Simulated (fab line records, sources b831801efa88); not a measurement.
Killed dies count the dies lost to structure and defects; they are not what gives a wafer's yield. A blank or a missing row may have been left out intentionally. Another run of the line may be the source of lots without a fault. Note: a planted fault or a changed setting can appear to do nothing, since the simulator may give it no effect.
fab line records	flow sky130
record lots=15	wafers=45	lastDay=50
route steps=708 shown VT_ADJUST_NCORE@125 SONOS_ONO@173 VIA1@480 METAL2@483
lots that met no fault: from a run of the same line without faults
startH: the number of hours between the record's first day and the start of the first shown wafer of the lot	waitH: hours since the lot's step before	" as in the row above	L1.1+2: a row that stands for several wafers	- no value, or no start was given	* or withheld: withheld	< > ~ a bound
route shown NAME@n: names a module that has steps shown in the file, with the first one's number in the route	usual: mean/standard deviation taken from wafers without a fault	same: alike in all rows	chamber/n: place in a boat	sites: each site's reading	_std_site: standard deviation of those values	_edge_site: mean of outer sites minus mean of inner sites	radiusMm: how far each site lies from the wafer's centre	mask NAME#n: copy n	behind: the last tool/chamber to shape the wafer	hold: cause of the lot's hold/its duration in hours/its outcome	device: which transistor (n, p or np) failed to switch	end of line: at the end of the route, the tests of the same wafers	a step given without rows: its recipe and nothing more	killed: dies lost to structure and defects at the first sort, not the wafer's yield	map: dies across one wafer; x = killed, . = not, _ = none there
set.NAME: the setting the step ran with; set.NAME@STEP: the setting that earlier step ran with	model.NAME: the simulator's own value behind a step, which no gauge read
a sample of lots followed through the steps of the route, with each step as a table and each wafer as a row
services: from which hour (startH, from the record's first day; less than 0 if before it) a tool's chamber was out of use, for how many hours, and why
## steps
# step SKY_VT_ADJUST_NCORE_DEVELOP_06
# recipe resist=NOVOLAK	developer=TMAH	developTimeS=60	devTempC=23
# usual chillPlateTempC=22.96/0.11	developTimeS=60/0	developerTempC=22.98/0.11
lot.wafer	tool	chamber	startH	waitH	chillPlateTempC	developTimeS	developerTempC
L755.1	lithoTrack-01	0	178.88	0.1	22.95	60	23.10
L755.3	"	0	"	"	23.07	60	23.09
L755.4	"	0	"	"	23.06	60	23.20
L756.1	lithoTrack-04	0	189.20	0.1	22.98	60	22.99
L756.2	"	0	"	"	22.98	60	22.99
L756.5	"	0	"	"	22.97	60	22.86
L757.2	lithoTrack-01	0	196.05	0.1	23.06	60	23.03
L757.3	"	0	"	"	22.97	60	22.98
L757.4	"	0	"	"	22.88	60	23.06
L759.4	lithoTrack-04	0	209.17	0.1	22.75	60	23.18
L759.5	"	0	"	"	22.93	60	22.97
L759.6	"	0	"	"	22.81	60	23.01
L761.3	lithoTrack-04	0	221.50	0.1	22.92	60	22.85
L761.4	"	0	"	"	23.08	60	22.84
L761.5	"	0	"	"	22.98	60	22.98
L762.1	lithoTrack-01	0	229.38	0.1	23.04	60	23.15
L762.2	"	0	"	"	22.96	60	23.04
L762.5	"	0	"	"	22.98	60	23.17
L763.1	lithoTrack-02	0	237.55	0.1	22.97	60	23.09
L763.2	"	0	"	"	22.80	60	22.83
L763.6	"	0	"	"	22.80	60	22.81
L764.3	lithoTrack-04	0	246.05	0.1	23.00	60	23.05
L764.5	"	0	"	"	23.13	60	22.97
L764.6	"	0	"	"	23.02	60	23.03
L766.1	lithoTrack-01	0	255.23	0.1	22.83	60	22.83
L766.4	"	0	"	"	22.93	60	22.93
L766.5	"	0	"	"	23.05	60	22.94
L769.1	lithoTrack-02	-	276.50	0.1	-	-	-
L769.2	"	-	"	"	-	-	-
L769.5	"	-	"	"	-	-	-
L770.1	lithoTrack-04	-	285.45	0.1	-	-	-
L770.3	"	-	"	"	-	-	-
L770.6	"	-	"	"	-	-	-
L771.1	lithoTrack-02	-	297.20	0.1	-	-	-
L771.3	"	-	"	"	-	-	-
L771.6	"	-	"	"	-	-	-
L776.1	lithoTrack-02	0	326.75	0.1	23.00	60	22.88
L776.5	"	0	"	"	23.01	60	22.76
L776.6	"	0	"	"	22.80	60	22.93
L777.1	lithoTrack-02	0	335.95	0.1	22.81	60	22.85
L777.2	"	0	"	"	22.84	60	22.85
L777.4	"	0	"	"	23.01	60	23.01
L778.3	lithoTrack-01	0	341.68	0.1	22.96	60	23.00
L778.4	"	0	"	"	23.00	60	22.86
L778.5	"	0	"	"	23.10	60	22.94
# step SKY_SONOS_ONO_THK_MEAS_05
# recipe reads=SiO2_of_SONOS_ONO_CVD_04
# usual SONOS_ONO_CVD_04_THK=5.75/0.095
lot.wafer	tool	chamber	startH	waitH	SONOS_ONO_CVD_04_THK[nm]
L755.1	filmMetro-04	-	250.45	0.0	5.65
L755.3	"	-	"	"	5.63
L755.4	"	-	"	"	5.60
L756.1	filmMetro-03	-	262.06	0.0	5.73
L756.2	"	-	"	"	5.74
L756.5	"	-	"	"	5.63
L757.2	filmMetro-01	-	269.98	0.0	5.80
L757.3	"	-	"	"	5.76
L757.4	"	-	"	"	5.88
L759.4	filmMetro-03	-	292.97	0.0	5.78
L759.5	"	-	"	"	5.70
L759.6	"	-	"	"	5.67
L761.3	filmMetro-01	-	304.33	0.0	5.81
L761.4	"	-	"	"	5.86
L761.5	"	-	"	"	5.81
L762.1	filmMetro-03	-	309.71	0.0	5.73
L762.2	"	-	"	"	5.72
L762.5	"	-	"	"	5.76
L763.1	filmMetro-01	-	322.39	0.0	5.62
L763.2	"	-	"	"	5.64
L763.6	"	-	"	"	5.60
L764.3	filmMetro-03	-	323.66	0.0	5.66
L764.5	"	-	"	"	5.81
L764.6	"	-	"	"	5.79
L766.1	filmMetro-04	-	330.44	0.0	5.69
L766.4	"	-	"	"	5.69
L766.5	"	-	"	"	5.80
L769.1	filmMetro-03	-	357.85	0.0	5.88
L769.2	"	-	"	"	5.85
L769.5	"	-	"	"	5.94
L770.1	filmMetro-03	-	370.74	0.0	5.96
L770.3	"	-	"	"	5.83
L770.6	"	-	"	"	5.91
L771.1	filmMetro-04	-	383.62	0.0	5.70
L771.3	"	-	"	"	5.69
L771.6	"	-	"	"	5.67
L776.1	filmMetro-01	-	420.29	0.0	5.95
L776.5	"	-	"	"	5.77
L776.6	"	-	"	"	5.85
L777.1	filmMetro-01	-	429.04	0.0	5.59
L777.2	"	-	"	"	5.58
L777.4	"	-	"	"	5.66
L778.3	filmMetro-04	-	436.62	0.0	5.73
L778.4	"	-	"	"	5.70
L778.5	"	-	"	"	5.63
# step SKY_VIA1_RS_MEAS_22
# recipe thkMeasGauge=four-point-probe	reads=W_of_VIA1_CVD_21+TiN_of_VIA1_SPUTTER_20
# usual VIA1_W_RS=0.426/0.0069
lot.wafer	tool	chamber	startH	waitH	VIA1_W_RS[ohm/sq]
L755.1	filmMetro-03	-	797.21	0.1	0.425
L755.3	"	-	"	"	0.425
L755.4	"	-	"	"	0.433
L756.1	filmMetro-03	-	803.77	0.1	0.429
L756.2	"	-	"	"	0.432
L756.5	"	-	"	"	0.426
L757.2	filmMetro-01	-	803.84	0.1	0.428
L757.3	"	-	"	"	0.432
L757.4	"	-	"	"	0.410
L759.4	filmMetro-01	-	826.30	0.1	0.419
L759.5	"	-	"	"	0.431
L759.6	"	-	"	"	0.422
L761.3	filmMetro-02	-	839.62	0.1	0.417
L761.4	"	-	"	"	0.421
L761.5	"	-	"	"	0.420
L762.1	filmMetro-01	-	843.59	0.1	0.425
L762.2	"	-	"	"	0.426
L762.5	"	-	"	"	0.423
L763.1	filmMetro-02	-	854.79	0.1	0.429
L763.2	"	-	"	"	0.436
L763.6	"	-	"	"	0.435
L764.3	filmMetro-02	-	862.01	0.1	0.423
L764.5	"	-	"	"	0.423
L764.6	"	-	"	"	0.428
L766.1	filmMetro-02	-	869.34	0.1	0.429
L766.4	"	-	"	"	0.431
L766.5	"	-	"	"	0.428
L769.1	filmMetro-02	-	890.52	0.1	0.419
L769.2	"	-	"	"	0.429
L769.5	"	-	"	"	0.432
L770.1	filmMetro-03	-	901.28	0.1	0.413
L770.3	"	-	"	"	0.412
L770.6	"	-	"	"	0.420
L771.1	filmMetro-02	-	912.46	0.1	0.432
L771.3	"	-	"	"	0.434
L771.6	"	-	"	"	0.433
L776.1	filmMetro-01	-	946.74	0.1	0.413
L776.5	"	-	"	"	0.419
L776.6	"	-	"	"	0.431
L777.1	filmMetro-01	-	953.62	0.1	0.411
L777.2	"	-	"	"	0.426
L777.4	"	-	"	"	0.423
L778.3	filmMetro-02	-	959.53	0.1	0.431
L778.4	"	-	"	"	0.427
L778.5	"	-	"	"	0.427
# step SKY_METAL2_SPUTTER_00
# recipe material=Ti	targetThkNm=15	powerW=3000	timeS=10	chamberPressurePa=0.4
# usual cathodeDcPowerW=2999.9/0.55	throttleValvePct=30.3/0.89
lot.wafer	tool	chamber	startH	waitH	cathodeDcPowerW	throttleValvePct
L755.1	pvdSputter-04	-	797.69	0.2	3001.2	29.6
L755.3	"	-	"	"	2999.8	31.1
L755.4	"	-	"	"	2999.9	31.4
L756.1	pvdSputter-04	-	804.25	0.2	2999.5	31.1
L756.2	"	-	"	"	3000.2	31.0
L756.5	"	-	"	"	3000.3	29.6
L757.2	pvdSputter-03	-	804.30	0.1	3000.5	31.4
L757.3	"	-	"	"	3000.3	31.0
L757.4	"	-	"	"	3000.7	31.5
L759.4	pvdSputter-02	-	826.72	0.1	3001.1	29.9
L759.5	"	-	"	"	2999.6	30.6
L759.6	"	-	"	"	2999.7	28.2
L761.3	pvdSputter-02	-	840.06	0.1	2999.3	29.9
L761.4	"	-	"	"	2999.5	29.9
L761.5	"	-	"	"	3000.2	29.9
L762.1	pvdSputter-04	-	844.11	0.1	2999.0	29.5
L762.2	"	-	"	"	3001.1	30.8
L762.5	"	-	"	"	2999.2	29.8
L763.1	pvdSputter-03	-	855.57	0.2	3000.4	31.1
L763.2	"	-	"	"	2999.9	31.7
L763.6	"	-	"	"	2999.6	31.1
L764.3	pvdSputter-04	-	862.45	0.1	3000.3	29.9
L764.5	"	-	"	"	2999.5	29.7
L764.6	"	-	"	"	2999.7	31.0
L766.1	pvdSputter-02	-	869.82	0.1	3000.0	30.9
L766.4	"	-	"	"	2999.7	30.0
L766.5	"	-	"	"	2999.5	31.0
L769.1	pvdSputter-03	-	891.00	0.1	3000.0	31.0
L769.2	"	-	"	"	2999.8	31.3
L769.5	"	-	"	"	2999.3	29.4
L770.1	pvdSputter-03	-	901.76	0.1	3000.2	31.3
L770.3	"	-	"	"	2999.0	29.2
L770.6	"	-	"	"	2999.8	29.3
L771.1	pvdSputter-03	-	916.76	0.1	3000.9	29.3
L771.3	"	-	"	"	2999.7	31.4
L771.6	"	-	"	"	3000.5	29.5
L776.1	pvdSputter-02	-	947.22	0.1	3000.3	30.7
L776.5	"	-	"	"	3000.1	30.3
L776.6	"	-	"	"	3000.2	30.1
L777.1	pvdSputter-02	-	954.19	0.2	2999.7	28.4
L777.2	"	-	"	"	3000.1	30.6
L777.4	"	-	"	"	2999.6	30.3
L778.3	pvdSputter-03	-	959.97	0.1	2999.7	28.9
L778.4	"	-	"	"	2998.9	30.8
L778.5	"	-	"	"	3000.1	29.5
## services
tool	chamber	startH	hours	kind
pvdSputter-04	-	305.03	4.0	repair
pvdSputter-04	-	311.16	15.0	repair
lithoTrack-04	-	361.15	-	consumableReplace:filter
lithoTrack-01	-	451.72	-	consumableReplace:filter
pvdSputter-04	-	463.29	3.9	repair
pvdSputter-04	-	558.75	14.1	repair
lithoTrack-02	-	596.43	-	consumableReplace:filter
pvdSputter-04	-	605.47	2.5	repair
pvdSputter-02	-	664.55	0.7	repair
pvdSputter-02	-	672.58	3.7	repair
lithoTrack-04	-	694.43	-	consumableReplace:filter
pvdSputter-03	-	816.81	5.6	repair
pvdSputter-02	-	842.51	5.4	repair
pvdSputter-02	-	877.15	2.6	repair
pvdSputter-02	-	887.45	5.4	repair
lithoTrack-01	-	925.60	-	consumableReplace:filter
pvdSputter-02	-	931.93	4.5	repair
## key
firstSign step=SKY_VT_ADJUST_NCORE_DEVELOP_06	reading=toolRecord	direction=missing
effect none on later readings
metAt SKY_VT_ADJUST_NCORE_DEVELOP_06
struckLots L769,L770,L771
sortLeftOut L769.1,L769.2,L769.5,L770.1,L770.3,L770.6,L771.1,L771.3,L771.6
testerLeftOut L769,L770,L771
notActingAt SKY_SONOS_ONO_THK_MEAS_05,SKY_VIA1_RS_MEAS_22,SKY_METAL2_SPUTTER_00
onsetBetween 246.05 276.50
fault kind=skippedStepWhole	tool=lithoTrack-02,lithoTrack-04	chamber=-	onsetH=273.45	steps=SKY_VT_ADJUST_NCORE_DEVELOP_06	scope=struckLotsOnly
# testerLeftOut: of these lots the tester's yield and bins aren't shown, on N5 and GAA mostly nor the transistor test; their killed dies are dies lost to structure and defects alone, not to doping, threshold or leakage, so they don't give the yield
# sortLeftOut: the simulated sort isn't trusted on such a fault, so these wafers' sort isn't shown, and their yield isn't known
